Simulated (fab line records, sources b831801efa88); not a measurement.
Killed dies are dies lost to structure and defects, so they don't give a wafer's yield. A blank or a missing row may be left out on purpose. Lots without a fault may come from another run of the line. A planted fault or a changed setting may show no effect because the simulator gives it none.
fab line records | flow sky130
record lots=13 wafers=39 last_day=50
route steps=708 shown VIA3@575 PAD_OPEN@708
lots that met no fault: from a run of the same line without faults
start_h: hours from the record's first day to the start of the lot's first wafer shown | wait_h: hours since the lot's step before | " the same as in the row above | L1.1+2: a row that stands for several wafers | - no value, or no start given | * or withheld: withheld | < > ~ a bound
route shown NAME@n: a module of which the file shows steps, and the number in the route of the first | usual: mean/standard deviation of fault-free wafers | same: alike in all rows | chamber/n: place in a boat | sites: the reading at each site | _std_site: their standard deviation | _edge_site: outer sites' mean less inner sites' | radius_mm: how far each site lies from the wafer's centre | mask NAME#n: copy n | behind: the tool/chamber that last shaped the wafer | hold: why the lot was held/for how many hours/how that ended | device: the transistor (n, p or np) that didn't switch | end of line: the same wafers' tests at the end of the route | a step without rows: its recipe alone | killed: dies lost to structure and defects at the first sort, not the wafer's yield | map: a wafer's dies, x killed, . not, _ none there
set.NAME: the setting as run; set.NAME@STEP: as run at that earlier step | model.NAME: the simulator's own value behind a step, which no gauge read
steps of the route over a sample of lots; a table a step, a row a wafer
services: from which hour (start_h, from the record's first day; less than 0 if before it) a tool's chamber was out of use, for how many hours, and why
## steps
# step SKY_VIA3_CMP_02
# recipe material=SiO2 down_force_psi=4 platen_rpm=60 pad_velocity_m_s=0.94248
# usual edge_zone_pressure_frac=1.000/0.005 head_pressure_psi=4.000/0.0087 motor_current_A=11.9/1.1
# columns lot.wafer tool chamber start_h wait_h edge_zone_pressure_frac head_pressure_psi motor_current_A
L143.4 cmp-01 2 914.48 1.5 1.003 3.991 10.6
L143.5 " 1 " " 0.997 4.001 10.8
L143.6 " 2 " " 0.999 4.002 11.1
L144.4 cmp-01 3 932.32 0.0 1.001 4.004 12.5
L144.2 " 0 " " 1.005 3.993 12.2
L144.3 " 1 " " 1.001 4.002 10.5
L148.3 cmp-01 2 959.18 0.0 0.995 4.007 10.9
L148.2 " 3 " " 0.994 3.992 12.6
L148.5 " 3 " " 0.998 3.982 12.7
L149.3 cmp-02 1 966.33 0.0 0.992 3.997 12.0
L149.1 " 3 " " 0.995 4.008 12.5
L149.4 " 0 " " 1.007 3.985 13.4
L150.1 cmp-01 0 975.88 0.1 0.999 4.006 12.5
L150.5 " 2 " " 1.000 4.004 10.7
L150.6 " 3 " " 1.001 4.008 12.6
L152.3 cmp-01 3 978.42 0.1 0.996 4.004 13.0
L152.2 " 0 " " 0.998 4.004 11.9
L152.6 " 3 " " 1.003 4.004 13.3
L159.4 cmp-02 0 1029.64 0.2 0.997 4.010 13.6
L159.2 " 2 " " 1.000 4.003 10.8
L159.5 " 0 " " 0.993 3.992 13.5
L158.3 cmp-02 1 1034.33 0.2 - - -
L158.5 " 2 " " - - -
L158.6 " 3 " " - - -
L160.1 cmp-01 0 1035.57 0.1 - - -
L160.4 " 2 " " - - -
L160.5 " 0 " " - - -
L161.4 cmp-02 3 1042.54 0.0 - - -
L161.1 " 0 " " - - -
L161.5 " 0 " " - - -
L162.2 cmp-01 3 1046.63 0.0 0.990 4.003 12.9
L162.3 " 1 " " 1.002 4.003 10.5
L162.5 " 0 " " 1.011 4.002 12.5
L163.3 cmp-01 0 1048.00 0.0 0.998 4.001 12.3
L163.1 " 3 " " 0.989 4.006 12.6
L163.5 " 1 " " 0.996 3.990 10.2
L164.1 cmp-02 0 1055.95 0.1 1.004 3.997 13.4
L164.2 " 2 " " 1.001 3.985 11.4
L164.6 " 3 " " 1.006 4.005 12.9
# step SKY_VIA3_BOW_MEAS_03
# recipe mode=bow
# usual VIA3_BOW=80/8.7
# columns lot.wafer tool chamber start_h wait_h VIA3_BOW[um]
L143.4 film_metro-03 - 914.79 0.3 84
L143.5 " - " " 80
L143.6 " - " " 74
L144.2 film_metro-01 - 932.64 0.2 85
L144.3 " - " " 79
L144.4 " - " " 73
L148.2 film_metro-01 - 959.50 0.2 69
L148.3 " - " " 75
L148.5 " - " " 72
L149.1 film_metro-02 - 966.63 0.1 61
L149.3 " - " " 77
L149.4 " - " " 74
L150.1 film_metro-02 - 976.08 0.1 64
L150.5 " - " " 59
L150.6 " - " " 62
L152.2 film_metro-02 - 978.69 0.2 75
L152.3 " - " " 71
L152.6 " - " " 88
L159.2 film_metro-01 - 1029.96 0.2 80
L159.4 " - " " 87
L159.5 " - " " 77
L158.3 film_metro-02 - 1034.52 0.1 149
L158.5 " - " " 130
L158.6 " - " " 133
L160.1 film_metro-03 - 1035.82 0.2 150
L160.4 " - " " 141
L160.5 " - " " 141
L161.1 film_metro-01 - 1042.84 0.2 155
L161.4 " - " " 124
L161.5 " - " " 141
L162.2 film_metro-03 - 1046.95 0.3 85
L162.3 " - " " 83
L162.5 " - " " 86
L163.1 film_metro-02 - 1048.30 0.1 92
L163.3 " - " " 101
L163.5 " - " " 101
L164.1 film_metro-02 - 1056.20 0.2 85
L164.2 " - " " 77
L164.6 " - " " 83
# step SKY_VIA3_ETCH_15
# recipe target=SiO2 chemistry=C4F8/O2/Ar target_depth_nm=507 stop_on=TiN mask_material=KrF-thick source_w=1500 bias_w=1200 pressure_mtorr=40 c4f8_flow_sccm=withheld O2_flow_sccm=6 Ar_flow_sccm=300 time_s=78
# usual oes_product_au=0.946/0.0051
# columns lot.wafer tool chamber start_h wait_h oes_product_au rf_hours_counter_h
L143.4 rie_diel-02 0 939.36 0.0 0.949 18
L143.5 " 3 " " 0.952 -
L143.6 " 2 " " 0.946 -
L144.2 rie_diel-04 1 957.25 0.0 0.941 16
L144.3 " 3 " " 0.951 13
L144.4 " 2 " " 0.954 9
L148.2 rie_diel-04 0 982.95 0.0 0.951 18
L148.3 " 1 " " 0.953 17
L148.5 " 2 " " 0.940 -
L149.1 rie_diel-04 1 991.18 0.0 0.953 17
L149.3 " 2 " " 0.950 10
L149.4 " 0 " " 0.949 18
L150.1 rie_diel-04 3 1000.20 0.0 0.945 14
L150.5 " 0 " " 0.949 -
L150.6 " 3 " " 0.947 -
L152.2 rie_diel-04 3 1003.06 0.0 0.945 15
L152.3 " 2 " " 0.945 10
L152.6 " 2 " " 0.949 -
L159.2 rie_diel-01 3 1052.80 0.0 0.952 16
L159.4 " 1 " " 0.952 17
L159.5 " 0 " " 0.951 -
L158.3 rie_diel-02 0 1056.85 0.0 1.627 23
L158.5 " 1 " " 1.640 -
L158.6 " 0 " " 1.632 -
L160.1 rie_diel-04 0 1058.46 0.0 1.619 21
L160.4 " 2 " " 1.624 12
L160.5 " 0 " " 1.617 -
L161.1 rie_diel-04 3 1064.71 0.0 1.626 16
L161.4 " 1 " " 1.651 20
L161.5 " 2 " " 1.620 -
L162.2 rie_diel-02 0 1068.93 0.0 0.939 23
L162.3 " 2 " " 0.946 13
L162.5 " 0 " " 0.946 -
L163.1 rie_diel-04 0 1070.23 0.0 0.949 21
L163.3 " 1 " " 0.943 20
L163.5 " 3 " " 0.947 -
L164.1 rie_diel-02 1 1077.61 0.0 0.943 24
L164.2 " 2 " " 0.955 14
L164.6 " 2 " " 0.949 -
# step SKY_PAD_OPEN_PROBE_99
# usual defect_limited_yield=82.5/1.9 killed_at_M0_to_M3=43/7.2 killed_at_M4_up=3.3/2 killed_at_contacts=25/5.8 killed_at_front_end=15/4.5 killed_at_other=0.3/0.62 killed_dies=86/9.4 killed_on_rim=17/3.7 killed_open=47/7.1 killed_short=39/6 sort_bin_3_pad_short=0.9/0.4 sort_bin_5_function=10.4/1.4 sort_bin_6_memory=6.2/1.1 sort_bin_8_speed=0.7/1.4 sort_n_pass=402/11 sort_yield_pct=81.7/2.2
# same gross_dies=492 killed_at_back_side=0 sort_bin_4_leakage[%]=0
# columns lot.wafer tool chamber start_h wait_h defect_limited_yield[%] killed_at_M0_to_M3 killed_at_M4_up killed_at_contacts killed_at_front_end killed_at_other killed_dies killed_on_rim killed_open killed_short sort_bin_3_pad_short[%] sort_bin_5_function[%] sort_bin_6_memory[%] sort_bin_8_speed[%] sort_n_pass sort_yield_pct[%]
L159.2 prober-02 - 1176.18 0.1 85.0 38 1 16 18 1 74 11 30 44 1.4 8.3 5.3 0.2 417 84.8
L159.4 prober-02 - 1176.28 0.2 84.6 34 2 25 14 1 76 13 43 33 0.6 9.6 5.3 0 416 84.6
L159.5 prober-02 - 1176.33 0.2 84.1 40 2 17 19 0 78 12 39 39 0.2 9.6 6.1 0.4 412 83.7
L158.3 prober-01 - 1181.22 0.2 0 454 3 21 14 0 492 96 48 29 0.4 92.7 6.9 0 0 0
L158.5 prober-01 - 1181.32 0.2 0 435 8 25 24 0 492 96 42 49 1.2 92.1 6.7 0 0 0
L158.6 prober-01 - 1181.37 0.2 0 451 1 28 12 0 492 96 41 41 1.2 93.7 5.1 0 0 0
L160.1 prober-02 - 1183.11 0.1 0 456 3 21 11 1 492 96 39 39 0.8 94.7 4.5 0 0 0
L160.4 prober-02 - 1183.26 0.2 0 447 3 22 19 1 492 96 44 34 1.0 93.5 5.5 0 0 0
L160.5 prober-02 - 1183.31 0.2 0 451 5 20 16 0 492 96 46 26 0.8 95.1 4.1 0 0 0
L161.1 prober-01 - 1184.64 0.1 0 454 6 21 11 0 492 96 34 39 0.2 94.3 5.5 0 0 0
L161.4 prober-01 - 1184.79 0.2 0 448 2 22 20 0 492 96 48 36 1.4 91.7 6.9 0 0 0
L161.5 prober-01 - 1184.84 0.2 0 451 3 20 17 1 492 96 56 33 1.0 93.3 5.7 0 0 0
# killed by level:class
L159.2 VIA1:geometric_particle:short=11 FIELD_ISO:geometric_particle:open=5 LI_CONTACT:geometric_particle:open=5 VIA1:geometric_particle:open=5 METAL2:geometric_particle:short=5 FIELD_ISO:geometric_particle:short=4 METAL1:geometric_particle:short=4 VIA2:geometric_particle:open=4
L159.4 CONTACT:geometric_particle:open=12 METAL1:geometric_particle:short=9 CONTACT:geometric_particle:short=7 VIA1:geometric_particle:open=6 LI_CONTACT:geometric_particle:open=5 POLY_GATE:geometric_particle:short=4 VIA2:geometric_particle:open=4 SPACER:geometric_particle:open=3
L159.5 VIA2:geometric_particle:open=10 FIELD_ISO:geometric_particle:short=6 VIA1:geometric_particle:short=6 VIA1:geometric_particle:open=6 FIELD_ISO:geometric_particle:open=5 METAL1:geometric_particle:short=5 VIA2:geometric_particle:short=5 VIA3:geometric_particle:open=4
L158.3 VIA3:area_cmp=415 VIA1:geometric_particle:open=14 CONTACT:geometric_particle:open=7 LI_CONTACT:geometric_particle:open=6 VIA3:geometric_particle:open=6 METAL1:geometric_particle:short=5 POLY_GATE:geometric_particle:open=4 POLY_GATE:geometric_particle:short=4
L158.5 VIA3:area_cmp=400 CONTACT:geometric_particle:open=10 METAL2:geometric_particle:short=10 VIA1:geometric_particle:open=9 FIELD_ISO:geometric_particle:short=8 CONTACT:geometric_particle:short=6 FIELD_ISO:geometric_particle:open=5 LI_CONTACT:geometric_particle:open=5
L158.6 VIA3:area_cmp=409 LI_CONTACT:geometric_particle:open=9 CONTACT:geometric_particle:open=8 METAL2:geometric_particle:short=6 METAL1:geometric_particle:short=6 VIA1:geometric_particle:open=6 VIA1:geometric_particle:short=5 FIELD_ISO:geometric_particle:open=4
L160.1 VIA3:area_cmp=414 VIA2:geometric_particle:open=9 VIA1:geometric_particle:open=8 CONTACT:geometric_particle:short=6 CONTACT:geometric_particle:open=6 LOCAL_INTERCONNECT:geometric_particle:short=5 METAL1:geometric_particle:short=5 VIA1:geometric_particle:short=4
L160.4 VIA3:area_cmp=414 CONTACT:geometric_particle:open=10 VIA1:geometric_particle:open=6 LI_CONTACT:geometric_particle:open=5 METAL2:geometric_particle:short=5 FIELD_ISO:geometric_particle:short=4 FIELD_ISO:geometric_particle:open=4 POLY_GATE:geometric_particle:short=4
L160.5 VIA3:area_cmp=420 CONTACT:geometric_particle:open=8 VIA1:geometric_particle:open=7 VIA3:geometric_particle:open=7 POLY_GATE:geometric_particle:open=6 LOCAL_INTERCONNECT:geometric_particle:short=6 LI_CONTACT:geometric_particle:open=5 VIA2:geometric_particle:open=5
L161.1 VIA3:area_cmp=418 CONTACT:geometric_particle:open=8 METAL2:geometric_particle:short=6 METAL4:geometric_particle:short=5 LI_CONTACT:geometric_particle:open=5 VIA2:geometric_particle:open=5 VIA3:geometric_particle:open=4 VIA1:geometric_particle:short=4
L161.4 VIA3:area_cmp=408 VIA1:geometric_particle:open=11 CONTACT:geometric_particle:open=11 FIELD_ISO:geometric_particle:short=8 FIELD_ISO:geometric_particle:open=7 VIA2:geometric_particle:open=6 METAL2:geometric_particle:short=6 LI_CONTACT:geometric_particle:open=5
L161.5 VIA3:area_cmp=403 VIA2:geometric_particle:open=13 CONTACT:geometric_particle:open=11 VIA1:geometric_particle:open=7 POLY_GATE:geometric_particle:open=5 METAL2:geometric_particle:short=5 VIA2:geometric_particle:short=5 VIA3:geometric_particle:open=5
## services
# columns tool chamber start_h hours kind
rie_diel-04 - 892.32 0.1 repair
cmp-01 - 897.71 6.7 pm
cmp-01 - 910.08 3.5 repair
cmp-02 - 912.03 4.0 pm
cmp-02 - 916.03 - consumable_replace:conditioner
cmp-02 - 916.03 - consumable_replace:pad
rie_diel-02 - 917.39 0.9 repair
rie_diel-04 2 923.76 13.4 repair
rie_diel-01 2 932.80 2.6 repair
cmp-02 - 953.57 1.5 repair
rie_diel-04 3 959.86 4.7 repair
cmp-02 - 969.65 7.7 pm
rie_diel-04 - 976.32 2.4 repair
rie_diel-01 2 976.88 6.3 repair
cmp-01 - 984.95 4.6 repair
rie_diel-01 - 1010.50 2.8 pm
rie_diel-02 2 1013.45 5.2 repair
rie_diel-02 0 1014.00 1.7 repair
cmp-01 - 1027.72 5.3 repair
rie_diel-02 3 1040.57 45.5 repair
rie_diel-02 1 1051.86 2.7 repair
rie_diel-01 3 1063.39 11.3 repair
rie_diel-01 - 1067.27 0.2 repair
rie_diel-02 0 1074.58 2.1 repair
## key
first_sign step=SKY_VIA3_CMP_02 reading=tool_record direction=missing
effect step=SKY_VIA3_BOW_MEAS_03 reading=VIA3_BOW direction=up sigmas=7 usual=80 struck=140
effect step=SKY_VIA3_ETCH_15 reading=oes_product_au direction=up sigmas=99+ usual=0.946 struck=1.629
effect step=SKY_PAD_OPEN_PROBE_99 reading=sort_bin_5_function direction=up sigmas=61 usual=10.4 struck=93.5
more_kills_born_at SKY_VIA3_CMP_02@cmp-02=2447 SKY_VIA3_CMP_02@cmp-01=1246
met_at SKY_VIA3_CMP_02
struck_lots L158,L160,L161
later_rows_left_out L158.3,L158.5,L158.6,L160.1,L160.4,L160.5,L161.1,L161.4,L161.5
onset_between 1029.64 1034.33
fault kind=skipped_step_whole tool=cmp-01,cmp-02 chamber=- onset_h=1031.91 steps=SKY_VIA3_CMP_02 scope=struck_lots_only
# later_rows_left_out: the simulator's readings of these wafers behind a module that went badly wrong aren't trusted and aren't shown, but for the sort
